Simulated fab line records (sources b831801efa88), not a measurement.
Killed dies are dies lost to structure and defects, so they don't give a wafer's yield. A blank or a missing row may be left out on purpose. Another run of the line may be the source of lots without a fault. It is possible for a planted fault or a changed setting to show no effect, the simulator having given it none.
Chamber matching :: flow gf180mcu :: GF_V5_CMP_04 on cmp-02 has 4 sister chambers
The step polishes SiO2. 20 wafers are shown with their chamber, then 10 later ones without.

== WAFERS WITH THEIR CHAMBER ==
wafer: L903.2
chamber: 0
motor_current_A (A): 11.2

wafer: L903.5
chamber: 1
motor_current_A (A): 12.8

wafer: L903.6
chamber: 0
motor_current_A (A): 11.4

wafer: L911.1
chamber: 3
motor_current_A (A): 10.8

wafer: L911.4
chamber: 2
motor_current_A (A): 12.4

wafer: L911.6
chamber: 3
motor_current_A (A): 10.9

wafer: L912.1
chamber: 0
motor_current_A (A): 11.6

wafer: L912.2
chamber: 3
motor_current_A (A): 10.6

wafer: L912.6
chamber: 0
motor_current_A (A): 10.7

wafer: L914.2
chamber: 3
motor_current_A (A): 10.9

wafer: L914.3
chamber: 2
motor_current_A (A): 12.2

wafer: L914.6
chamber: 0
motor_current_A (A): 11.6

wafer: L918.2
chamber: 3
motor_current_A (A): 10.6

wafer: L918.4
chamber: 1
motor_current_A (A): 12.4

wafer: L918.6
chamber: 1
motor_current_A (A): 12.4

wafer: L919.1
chamber: 3
motor_current_A (A): 10.5

wafer: L919.4
chamber: 1
motor_current_A (A): 12.2

wafer: L919.6
chamber: 1
motor_current_A (A): 12.6

wafer: L920.1
chamber: 0
motor_current_A (A): 11.6

wafer: L920.4
chamber: 2
motor_current_A (A): 13.0

SIGNATURES (means of the wafers above)
reading: motor_current_A
chamber 0: 11.350
chamber 1: 12.480
chamber 2: 12.533
chamber 3: 10.717
scatter within a chamber: 0.289
Rule: for each reading, subtract the chamber's mean from the wafer's reading, divide by that reading's scatter and square the result; add these up over the readings and take the root, which gives the wafer's distance from the chamber. If the next closest chamber is less than 2 further off than the closest, the wafer can't be placed; otherwise it belongs to the closest. The scatter: take each reading less its chamber's mean, square it, sum over the shown wafers, divide by the number of wafers less the number of chambers, and take the root.

== WAFERS WHOSE CHAMBER IS MISSING ==
wafer: L920.5
motor_current_A (A): 13.3

wafer: L921.2
motor_current_A (A): 11.3

wafer: L921.3
motor_current_A (A): 13.4

wafer: L921.4
motor_current_A (A): 10.6

wafer: L922.1
motor_current_A (A): 12.3

wafer: L922.2
motor_current_A (A): 12.3

wafer: L922.6
motor_current_A (A): 10.4

wafer: L926.1
motor_current_A (A): 13.4

wafer: L926.2
motor_current_A (A): 10.8

wafer: L926.3
motor_current_A (A): 10.8

== WHICH CHAMBER EACH ONE RAN IN ==
wafer: L920.5
from the rows above: can't be placed: 2 or 1
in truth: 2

wafer: L921.2
from the rows above: can't be placed: 0 or 3
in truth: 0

wafer: L921.3
from the rows above: can't be placed: 2 or 1
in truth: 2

wafer: L921.4
from the rows above: 3
in truth: 3

wafer: L922.1
from the rows above: can't be placed: 1 or 2
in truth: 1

wafer: L922.2
from the rows above: can't be placed: 1 or 2
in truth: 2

wafer: L922.6
from the rows above: 3
in truth: 3

wafer: L926.1
from the rows above: can't be placed: 2 or 1
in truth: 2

wafer: L926.2
from the rows above: can't be placed: 3 or 0
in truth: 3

wafer: L926.3
from the rows above: can't be placed: 3 or 0
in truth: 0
2 of 10 placed correctly. Not placeable from these rows: 8 (in 8, the candidates include the true chamber). Number placed wrongly: 0.
